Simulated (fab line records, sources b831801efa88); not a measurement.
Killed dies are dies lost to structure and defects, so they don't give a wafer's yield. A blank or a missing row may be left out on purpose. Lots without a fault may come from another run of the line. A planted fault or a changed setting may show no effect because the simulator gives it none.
A struck lot beside a sound one | flow sky130 | 15 steps out of a route of 708
Sound: wafers L444.2, L444.4, L444.5. Struck: wafers L454.1, L454.2, L454.3. The cause comes at the end.
At each step with rows: each side's tool, then ch and its chambers, then its first start. Under that, the readings that differ: sound wafers | struck wafers | difference of the means | sigmas: that difference in standard deviations of wafers without a fault.
alike: readings whose means differ by less than 2 such deviations, and words and numbers that are the same on both sides. not compared: withheld readings, readings that some wafer has no value for, bounds like >300 that may hide the same value, and numbers for which the record gives no deviation and whose values overlap.
The two part at a step that has a row with sigmas, a row that says differs or no value, or rows on one side only. Numbers that don't overlap but have no deviation are shown without sigmas and don't part them. A reading that every wafer of one side lacks parts them only if that side has two wafers or more.

SKY_SONOS_ONO_THK_MEAS_03:
  sound on film_metro-03, day 12 10:29; struck on film_metro-03, day 15 18:57
  alike: SONOS_ONO_CVD_02_THK
then, 1 step without rows for these wafers: SKY_SONOS_ONO_CVD_04 (deposits SiO2 from SiH4/N2O, target thk 5.7199 nm).
SKY_SONOS_ONO_THK_MEAS_05:
  sound on film_metro-04, day 12 13:30; struck on film_metro-01, day 15 20:16
  alike: SONOS_ONO_CVD_04_THK
then, 7 steps without rows for these wafers: SKY_SONOS_ONO_DEHYDRATE_06 (time 60 s); SKY_SONOS_ONO_HMDS_07 (prime time 60 s); SKY_SONOS_ONO_COAT_08 (resist thk 1140 nm); SKY_SONOS_ONO_SOFTBAKE_09 (time 60 s); SKY_SONOS_ONO_EXPOSE_10 (exposes mask ONOM, target cd 410 nm); SKY_SONOS_ONO_PEB_11; SKY_SONOS_ONO_DEVELOP_12 (develop time 60 s).
SKY_SONOS_ONO_CD_MEAS_13: target cd 410 nm.
  sound on cd_sem-02, day 13 13:38; struck on cd_sem-02, day 17 00:50
  alike: cd_nm
SKY_SONOS_ONO_OVL_MEAS_14:
  sound on overlay-01, day 13 13:45; struck on overlay-02, day 17 00:58
  alike: SONOS_ONO_OVL
SKY_SONOS_ONO_ETCH_15: etches the open film in CHF3/O2, target depth 19.52 nm, time 7.8 s.
  sound on rie_diel-03 ch 1,2, day 13 13:47; struck on rie_diel-04 ch 1,2,3, day 17 00:59
  reading                                        | sound             | struck           | difference | sigmas
  model.etch.depth_nm (nm)                       | 19.55 19.57 19.38 | 10.73 10.24 10.6 | -8.98      |
  model.SONOS_ONO.feature_depth_nm (nm)          | 19.55 19.57 19.38 | 10.73 10.24 10.6 | -8.98      |
  model.NOVOLAK_of_SONOS_ONO_COAT_08.thk_nm (nm) | 1123 1122 1122    | 1132 1132 1131   | +9         |
  alike: O2_flow_sccm, drypump_motor_current_A, oes_product_au, throttle_valve_pct
  not compared: rf_hours_counter_h
then, 1 step without rows for these wafers: SKY_SONOS_ONO_WET_ETCH_16 (etches SiO2 in dHF, target depth 14 nm, time 280 s).
-- the record jumps here: 32 days lie between the struck wafers' starts before and after (it left off in module SONOS_ONO and takes up again in module PAD_OPEN, whose first step shown is number 708 of the route) --
SKY_PAD_OPEN_PROBE_99:
  sound on prober-01, day 46 09:44; struck on prober-01, day 48 22:21
  reading                                | sound                        | struck                        | difference | sigmas
  model.etest.nfet_16v.r_on_ohm_um       | 1.401e+04 1.393e+04 1.4e+04  | 1.768e+04 1.774e+04 1.774e+04 | +3.740e+03 |
  model.etest.pfet_16v.r_on_ohm_um       | 1.533e+04 1.55e+04 1.543e+04 | 1.66e+04 1.625e+04 1.663e+04  | +1.07e+03  |
  model.etest.pfet_g5v0d10v5.r_on_ohm_um | 4813 4815 4808               | 5540 5565 5567                | +745       |
  model.etest.nfet_g5v0d10v5.r_on_ohm_um | 1909 1885 1889               | 2457 2457 2463                | +565       |
  model.etest.nfet_g5v0d10v5.drive_ua_um | 602.8 620.2 609.5            | 405.4 405.8 402.3             | -206.3     |
  model.etest.tip_sonos.rs_ohm_sq        | 2603 2550 2581               | 2806 2783 2799                | +218       |
  model.etest.nfet_05v0_nvt.drive_ua_um  | 574.5 582.1 579.7            | 428.5 426.7 426               | -151.7     |
  model.etest.nfet_16v.drive_ua_um       | 222 226.7 224.2              | 134.7 134.9 134.1             | -89.7      |
  alike: killed_at_M0_to_M3, killed_at_M4_up, killed_at_contacts, killed_at_front_end, killed_at_other, killed_dies, killed_open, killed_short

WHERE THEY PART
Nowhere in this record.

WHY: what the simulator had put in
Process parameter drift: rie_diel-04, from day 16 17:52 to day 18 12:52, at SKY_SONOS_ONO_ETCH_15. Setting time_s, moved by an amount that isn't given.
